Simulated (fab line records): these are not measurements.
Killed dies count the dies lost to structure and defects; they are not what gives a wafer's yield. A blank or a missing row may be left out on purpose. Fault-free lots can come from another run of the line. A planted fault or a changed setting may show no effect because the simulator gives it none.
fab line records ; flow sky130
record: lots: 12; wafers: 36; lastDay: 49
route steps=708 shown FIELD_ISO@1 NWELL@64 PWDE@84 VT_ADJUST_HVTP@95
lots with no fault: from the same line, run without faults
startH: start of the lot's first displayed wafer, in hours after the record's first day ; waitH: hours since the lot's step before ; " as in the row above ; L1.1+2: several wafers, shown together as one row ; - no value, or no start given ; * or withheld: withheld ; < > ~ a bound
route shown NAME@n: NAME is a module with steps in the file, n the number in the route of the first one ; usual: mean and standard deviation over wafers with no fault ; same: alike in all rows ; chamber/n: place in a boat ; sites: readings site by site ; _std_site: standard deviation of those values ; _edge_site: mean of outer sites minus mean of inner sites ; radiusMm: how far each site lies from the wafer's centre ; mask NAME#n: copy n ; behind: the tool/chamber that last shaped the wafer ; hold: the reason the lot was held/the length of the hold in hours/how it ended ; device: the transistor (n, p or np) that didn't switch ; end of line: at the end of the route, the tests of the same wafers ; a step without rows: its recipe alone ; killed: at the first sort, the dies lost to defects and structure; wafer yield is something else ; map: a wafer's dies, x killed, . not, _ none there
set.NAME: the run value of the setting; set.NAME@STEP: its run value at that earlier step ; model.NAME: the simulator's own value behind a step, which no gauge read
route steps across a sampled set of lots; one table per step, one row per wafer
services: from which hour (startH, from the record's first day; less than 0 if before it) a tool's chamber was out of use, for how many hours, and why
== steps ==
step: SKY_FIELD_ISO_BOW_MEAS_00
recipe: mode: bow
usual: INCOMING_BOW: 0/6.3
lot.wafer;tool;chamber;startH;waitH;INCOMING_BOW[um]
L132.1;filmMetro-02;-;10.00;-;6
L132.3;filmMetro-02;-;10.00;-;-8
L132.4;filmMetro-02;-;10.00;-;-2
L133.1;filmMetro-01;-;15.00;-;-1
L133.2;filmMetro-01;-;15.00;-;4
L133.5;filmMetro-01;-;15.00;-;5
L136.2;filmMetro-02;-;30.02;-;-7
L136.4;filmMetro-02;-;30.02;-;-3
L136.5;filmMetro-02;-;30.02;-;3
L138.3;filmMetro-03;-;40.04;-;-2
L138.4;filmMetro-03;-;40.04;-;1
L138.6;filmMetro-03;-;40.04;-;7
L139.3;filmMetro-01;-;45.04;-;-3
L139.4;filmMetro-01;-;45.04;-;1
L139.5;filmMetro-01;-;45.04;-;6
L140.3;filmMetro-02;-;50.04;-;4
L140.4;filmMetro-02;-;50.04;-;3
L140.6;filmMetro-02;-;50.04;-;0
L141.1;filmMetro-02;-;55.00;-;-10
L141.4;filmMetro-02;-;55.00;-;-10
L141.5;filmMetro-02;-;55.00;-;1
L142.2;filmMetro-03;-;60.02;-;0
L142.3;filmMetro-03;-;60.02;-;-9
L142.5;filmMetro-03;-;60.02;-;-2
L143.1;filmMetro-03;-;65.00;-;-9
L143.2;filmMetro-03;-;65.00;-;3
L143.6;filmMetro-03;-;65.00;-;-16
L146.2;filmMetro-01;-;80.02;-;-1
L146.3;filmMetro-01;-;80.02;-;-2
L146.6;filmMetro-01;-;80.02;-;-4
L147.2;filmMetro-01;-;85.02;-;-6
L147.3;filmMetro-01;-;85.02;-;5
L147.4;filmMetro-01;-;85.02;-;5
L151.1;filmMetro-03;-;105.00;-;-7
L151.3;filmMetro-03;-;105.00;-;-3
L151.6;filmMetro-03;-;105.00;-;-5
step: SKY_NWELL_IMPLANT_11
recipe: species: P; energyKev: 400; doseCm2: 1.9e+13; tiltDeg: withheld
usual: beamEnergyKeV: 399.99/0.1; endStationPressureTorr: 5.04e-06/2.5e-07
lot.wafer;tool;chamber;startH;waitH;beamEnergyKeV;endStationPressureTorr
L132.1;implanter-03;0;88.83;0.0;400.17;5.04e-06
L132.3;implanter-03;0;88.83;0.0;399.90;5.07e-06
L132.4;implanter-03;0;88.83;0.0;399.96;5.48e-06
L133.1;implanter-03;0;91.76;0.0;399.95;5.29e-06
L133.2;implanter-03;0;91.76;0.0;399.95;5.25e-06
L133.5;implanter-03;0;91.76;0.0;400.02;5.2e-06
L136.2;implanter-02;0;109.07;0.0;399.91;4.97e-06
L136.4;implanter-02;0;109.07;0.0;400.06;5.26e-06
L136.5;implanter-02;0;109.07;0.0;399.81;5.34e-06
L138.3;implanter-01;0;117.45;0.1;399.78;5.16e-06
L138.4;implanter-01;0;117.45;0.1;399.89;5.25e-06
L138.6;implanter-01;0;117.45;0.1;400.01;5.55e-06
L139.3;implanter-01;0;126.96;0.1;399.99;5.1e-06
L139.4;implanter-01;0;126.96;0.1;400.02;5.08e-06
L139.5;implanter-01;0;126.96;0.1;399.91;4.99e-06
L140.3;implanter-03;0;131.15;0.1;400.02;5.04e-06
L140.4;implanter-03;0;131.15;0.1;399.94;5.68e-06
L140.6;implanter-03;0;131.15;0.1;399.93;5.07e-06
L141.1;implanter-01;0;136.94;0.0;400.07;5.39e-06
L141.4;implanter-01;0;136.94;0.0;399.96;4.9e-06
L141.5;implanter-01;0;136.94;0.0;400.03;5.49e-06
L142.2;implanter-02;0;141.97;0.0;400.12;5.41e-06
L142.3;implanter-02;0;141.97;0.0;399.98;4.97e-06
L142.5;implanter-02;0;141.97;0.0;400.03;5.01e-06
L143.1;implanter-03;0;152.26;0.0;399.98;5.03e-06
L143.2;implanter-03;0;152.26;0.0;400.02;4.79e-06
L143.6;implanter-03;0;152.26;0.0;399.92;5.14e-06
L146.2;implanter-01;0;170.19;0.0;400.02;4.89e-06
L146.3;implanter-01;0;170.19;0.0;399.99;4.87e-06
L146.6;implanter-01;0;170.19;0.0;399.90;5.12e-06
L147.2;implanter-03;0;176.32;0.0;379.04;4.89e-06
L147.3;implanter-03;0;176.32;0.0;379.08;4.66e-06
L147.4;implanter-03;0;176.32;0.0;379.05;5.02e-06
L151.1;implanter-03;0;200.81;0.0;379.10;5.39e-06
L151.3;implanter-03;0;200.81;0.0;378.99;5.03e-06
L151.6;implanter-03;0;200.81;0.0;378.98;4.64e-06
step: SKY_NWELL_RS_MEAS_29
recipe: thkMeasGauge: four-point-probe
usual: NWELL_RS: 624.7/1.8
lot.wafer;tool;chamber;startH;waitH;NWELL_RS[ohm/sq]
L132.1;filmMetro-04;-;107.22;0.1;626.2
L132.3;filmMetro-04;-;107.22;0.1;625.3
L132.4;filmMetro-04;-;107.22;0.1;626.9
L133.1;filmMetro-01;-;109.87;0.1;623.4
L133.2;filmMetro-01;-;109.87;0.1;622.4
L133.5;filmMetro-01;-;109.87;0.1;622.4
L136.2;filmMetro-04;-;128.12;0.1;627.4
L136.4;filmMetro-04;-;128.12;0.1;626.6
L136.5;filmMetro-04;-;128.12;0.1;626.8
L138.3;filmMetro-01;-;137.09;0.1;626.8
L138.4;filmMetro-01;-;137.09;0.1;625.1
L138.6;filmMetro-01;-;137.09;0.1;626.2
L139.3;filmMetro-01;-;147.16;0.1;624.3
L139.4;filmMetro-01;-;147.16;0.1;621.0
L139.5;filmMetro-01;-;147.16;0.1;623.1
L140.3;filmMetro-03;-;151.34;0.1;622.9
L140.4;filmMetro-03;-;151.34;0.1;623.4
L140.6;filmMetro-03;-;151.34;0.1;623.2
L141.1;filmMetro-04;-;157.65;0.3;625.6
L141.4;filmMetro-04;-;157.65;0.3;624.9
L141.5;filmMetro-04;-;157.65;0.3;626.0
L142.2;filmMetro-01;-;162.47;0.1;621.2
L142.3;filmMetro-01;-;162.47;0.1;623.4
L142.5;filmMetro-01;-;162.47;0.1;624.0
L143.1;filmMetro-04;-;172.97;0.1;627.1
L143.2;filmMetro-04;-;172.97;0.1;626.6
L143.6;filmMetro-04;-;172.97;0.1;625.3
L146.2;filmMetro-04;-;192.38;0.1;628.3
L146.3;filmMetro-04;-;192.38;0.1;628.0
L146.6;filmMetro-04;-;192.38;0.1;627.8
L147.2;filmMetro-04;-;198.08;0.1;634.2
L147.3;filmMetro-04;-;198.08;0.1;633.6
L147.4;filmMetro-04;-;198.08;0.1;635.3
L151.1;filmMetro-03;-;224.01;0.1;629.9
L151.3;filmMetro-03;-;224.01;0.1;630.6
L151.6;filmMetro-03;-;224.01;0.1;630.8
step: SKY_NWELL_RS_MEAS_31
recipe: thkMeasGauge: four-point-probe
usual: PWDE_RS: 5310/21
lot.wafer;tool;chamber;startH;waitH;PWDE_RS[ohm/sq]
L132.1;filmMetro-04;-;107.46;0.1;5342
L132.3;filmMetro-04;-;107.46;0.1;5316
L132.4;filmMetro-04;-;107.46;0.1;5335
L133.1;filmMetro-01;-;110.11;0.1;5312
L133.2;filmMetro-01;-;110.11;0.1;5301
L133.5;filmMetro-01;-;110.11;0.1;5292
L136.2;filmMetro-04;-;128.36;0.1;5331
L136.4;filmMetro-04;-;128.36;0.1;5337
L136.5;filmMetro-04;-;128.36;0.1;5312
L138.3;filmMetro-01;-;137.33;0.1;5316
L138.4;filmMetro-01;-;137.33;0.1;5325
L138.6;filmMetro-01;-;137.33;0.1;5323
L139.3;filmMetro-01;-;147.40;0.1;5272
L139.4;filmMetro-01;-;147.40;0.1;5273
L139.5;filmMetro-01;-;147.40;0.1;5281
L140.3;filmMetro-03;-;151.58;0.1;5302
L140.4;filmMetro-03;-;151.58;0.1;5317
L140.6;filmMetro-03;-;151.58;0.1;5298
L141.1;filmMetro-04;-;157.89;0.1;5324
L141.4;filmMetro-04;-;157.89;0.1;5321
L141.5;filmMetro-04;-;157.89;0.1;5311
L142.2;filmMetro-01;-;162.71;0.1;5296
L142.3;filmMetro-01;-;162.71;0.1;5309
L142.5;filmMetro-01;-;162.71;0.1;5327
L143.1;filmMetro-04;-;173.21;0.1;5346
L143.2;filmMetro-04;-;173.21;0.1;5336
L143.6;filmMetro-04;-;173.21;0.1;5334
L146.2;filmMetro-04;-;192.62;0.1;5334
L146.3;filmMetro-04;-;192.62;0.1;5339
L146.6;filmMetro-04;-;192.62;0.1;5314
L147.2;filmMetro-04;-;198.32;0.1;5320
L147.3;filmMetro-04;-;198.32;0.1;5317
L147.4;filmMetro-04;-;198.32;0.1;5311
L151.1;filmMetro-03;-;224.25;0.1;5303
L151.3;filmMetro-03;-;224.25;0.1;5335
L151.6;filmMetro-03;-;224.25;0.1;5313
step: SKY_VT_ADJUST_HVTP_STRIP_10
recipe: chemistry: O2/N2; powerW: 1400; pressureMtorr: 1500; platenTempC: withheld; o2FlowSccm: 3000; n2FlowSccm: 300; overashFraction: 0.5
usual: drypumpMotorCurrentA: 5.8/0.54; oesProductAu: 0.716/0.0043; stripTimeToEndpointS: 14.17/0.042
lot.wafer;tool;chamber;startH;waitH;drypumpMotorCurrentA;oesProductAu;rfHoursCounterH;stripTimeToEndpointS
L132.1;plasmaAsher-03;0;124.96;0.1;5.5;0.717;45;14.14
L132.3;plasmaAsher-03;0;124.96;0.1;5.4;0.719;-;14.12
L132.4;plasmaAsher-03;1;124.96;0.1;5.8;0.719;-;14.16
L133.1;plasmaAsher-04;0;128.56;0.1;6.4;0.715;26;14.07
L133.2;plasmaAsher-04;1;128.56;0.1;6.2;0.717;26;14.10
L133.5;plasmaAsher-04;0;128.56;0.1;6.4;0.715;-;14.11
L136.2;plasmaAsher-02;0;147.21;0.1;6.1;0.703;49;14.17
L136.4;plasmaAsher-02;1;147.21;0.1;4.7;0.718;-;14.16
L136.5;plasmaAsher-02;0;147.21;0.1;6.1;0.709;-;14.18
L138.3;plasmaAsher-04;0;157.70;0.1;6.4;0.723;-;14.15
L138.4;plasmaAsher-04;1;157.70;0.1;6.2;0.708;-;14.19
L138.6;plasmaAsher-04;1;157.70;0.1;6.2;0.715;-;14.19
L139.3;plasmaAsher-02;0;168.15;0.1;6.1;0.721;-;14.17
L139.4;plasmaAsher-02;1;168.15;0.1;4.8;0.721;-;14.17
L139.5;plasmaAsher-02;0;168.15;0.1;6.0;0.724;-;14.10
L140.3;plasmaAsher-02;1;171.44;0.1;4.8;0.707;-;14.21
L140.4;plasmaAsher-02;0;171.44;0.1;6.1;0.716;-;14.22
L140.6;plasmaAsher-02;0;171.44;0.1;6.1;0.715;-;14.19
L141.1;plasmaAsher-02;0;179.25;0.1;6.1;0.719;52;14.13
L141.4;plasmaAsher-02;1;179.25;0.1;4.8;0.716;-;14.18
L141.5;plasmaAsher-02;0;179.25;0.1;6.1;0.711;-;14.15
L142.2;plasmaAsher-04;1;182.61;0.1;6.2;0.715;32;14.19
L142.3;plasmaAsher-04;0;182.61;0.1;6.4;0.714;-;14.19
L142.5;plasmaAsher-04;0;182.61;0.1;6.4;0.714;-;14.22
L143.1;plasmaAsher-03;1;194.47;0.1;5.9;0.713;51;14.18
L143.2;plasmaAsher-03;0;194.47;0.1;5.5;0.716;51;14.16
L143.6;plasmaAsher-03;1;194.47;0.1;5.8;0.716;-;14.19
L146.2;plasmaAsher-02;1;214.75;0.1;4.8;0.704;56;14.14
L146.3;plasmaAsher-02;1;214.75;0.1;4.8;0.715;-;14.14
L146.6;plasmaAsher-02;0;214.75;0.1;6.1;0.720;-;14.13
L147.2;plasmaAsher-02;1;220.37;0.1;4.8;0.713;56;14.21
L147.3;plasmaAsher-02;1;220.37;0.1;4.7;0.712;-;14.23
L147.4;plasmaAsher-02;0;220.37;0.1;6.1;0.717;-;14.21
L151.1;plasmaAsher-03;1;247.47;0.1;5.8;0.722;56;14.17
L151.3;plasmaAsher-03;1;247.47;0.1;5.9;0.717;-;14.22
L151.6;plasmaAsher-03;0;247.47;0.1;5.4;0.720;-;14.17
== services ==
tool;chamber;startH;hours;kind
implanter-03;-;94.60;13.8;pm
plasmaAsher-02;-;127.18;10.7;repair
plasmaAsher-03;-;129.48;10.0;repair
plasmaAsher-04;-;213.94;14.6;pm
== key ==
firstSign: step: SKY_NWELL_IMPLANT_11; reading: beamEnergyKeV; direction: down; sigmas: 99+; usual: *; struck: *
effect: step: SKY_NWELL_RS_MEAS_29; reading: NWELL_RS; direction: up; sigmas: 4.3; usual: 624.7; struck: 632.4
metAt SKY_NWELL_IMPLANT_11
struckLots L147,L151
testerLeftOut L147,L151
notActingAt SKY_FIELD_ISO_BOW_MEAS_00,SKY_NWELL_RS_MEAS_31,SKY_VT_ADJUST_HVTP_STRIP_10
onsetBetween 152.26 176.32
fault: kind: processParameterDrift; tool: implanter-03; chamber: -; onsetH: 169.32; steps: SKY_NWELL_IMPLANT_11; channel: energyKev; offset: *; shape: step; endH: 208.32; actsIn: *; stated: *
testerLeftOut: of these lots the tester's yield and bins aren't shown, on N5 and GAA mostly nor the transistor test; their killed dies are dies lost to structure and defects alone, not to doping, threshold or leakage, so they don't give the yield
